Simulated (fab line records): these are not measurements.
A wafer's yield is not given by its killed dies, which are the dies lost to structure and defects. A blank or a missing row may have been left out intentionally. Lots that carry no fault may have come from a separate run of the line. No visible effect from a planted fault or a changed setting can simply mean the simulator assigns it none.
Comparing a struck lot with a sound one | flow sky130 | 14 out of 708 route steps
Sound: wafers L197.2, L197.4, L197.5. Wafers struck: L199.1, L199.5, L199.6. The cause is named last.
Per side, at each step with rows, come the tool, then ch with its chambers, and then its first start. Under that, the readings that differ: sound wafers | struck wafers | difference of the means | sigmas: that difference in standard deviations of wafers without a fault.
alike: readings whose means differ by less than 2 such deviations, and words and numbers that are the same on both sides. not compared: withheld readings, readings that some wafer has no value for, bounds like >300 that may hide the same value, and numbers for which the record gives no deviation and whose values overlap.
Wherever a step has rows on one side only, a row that says differs or no value, or a row with sigmas, the two part there. Numbers that have no deviation but don't overlap get no sigmas and don't part them. Lack of a reading on every wafer of one side parts them only where that side has two or more wafers.

first, 1 step without rows for these wafers: SKY_LOCAL_INTERCONNECT_CLEAN_18 (cleans in O3/DIW).
SKY_CONTACT_CVD_00: deposits Si3N4, target thk 75 nm.
  sound on pecvd-02 ch 1,2, day 34 08:21; struck on pecvd-04 ch 0,2, day 34 16:19
  alike: heater-power-w, susceptor-temp-C
SKY_CONTACT_THK_MEAS_01:
  sound: film-metro-03 at day 34 08:23; struck: film-metro-03 at day 34 16:22
  alike: CONTACT_CVD_00_THK
then, 1 step without rows for these wafers: SKY_CONTACT_HDPCVD_02 (deposits SiO2, target thk 565 nm, time 94.2 s).
SKY_CONTACT_THK_MEAS_03:
  sound: film-metro-01 at day 34 08:31; struck: film-metro-01 at day 34 16:29
  alike: CONTACT_HDPCVD_THK
SKY_CONTACT_CMP_04: polishes SiO2.
  sound on cmp-02 ch 0,2,3, day 34 08:43; struck on cmp-02 ch 0,1,3, day 34 16:42
  alike: motor-current-A, slurry-filter-dp-kPa, time-to-endpoint-s
SKY_CONTACT_BOW_MEAS_05:
  sound: film-metro-04 at day 34 08:56; struck: film-metro-03 at day 34 16:51
  alike: CONTACT_BOW
then, 5 steps without rows for these wafers: SKY_CONTACT_DEHYDRATE_06 (time 60 s); SKY_CONTACT_HMDS_07 (prime time 60 s); SKY_CONTACT_COAT_08 (resist thk 60 nm); SKY_CONTACT_COAT_09 (resist thk 450 nm); SKY_CONTACT_SOFTBAKE_10 (time 90 s).
SKY_CONTACT_EXPOSE_11: exposes mask CTM1, target cd 170 nm.
  sound on krf-scanner-01 ch 0, day 34 23:01; struck on krf-scanner-02, day 35 07:02
  no value came back on the struck wafers for exposure-dose-mJ-cm2, focus-offset-nm (nm), sigma-inner; on the sound wafers exposure-dose-mJ-cm2 reads 38.00 38.04 37.99
  alike: mask
following that, these wafers have no rows for 1 step: SKY_CONTACT_PEB_12.

WHERE THEY PART
Within this record, at SKY_CONTACT_EXPOSE_11 only.

WHY: the cause the simulator had injected
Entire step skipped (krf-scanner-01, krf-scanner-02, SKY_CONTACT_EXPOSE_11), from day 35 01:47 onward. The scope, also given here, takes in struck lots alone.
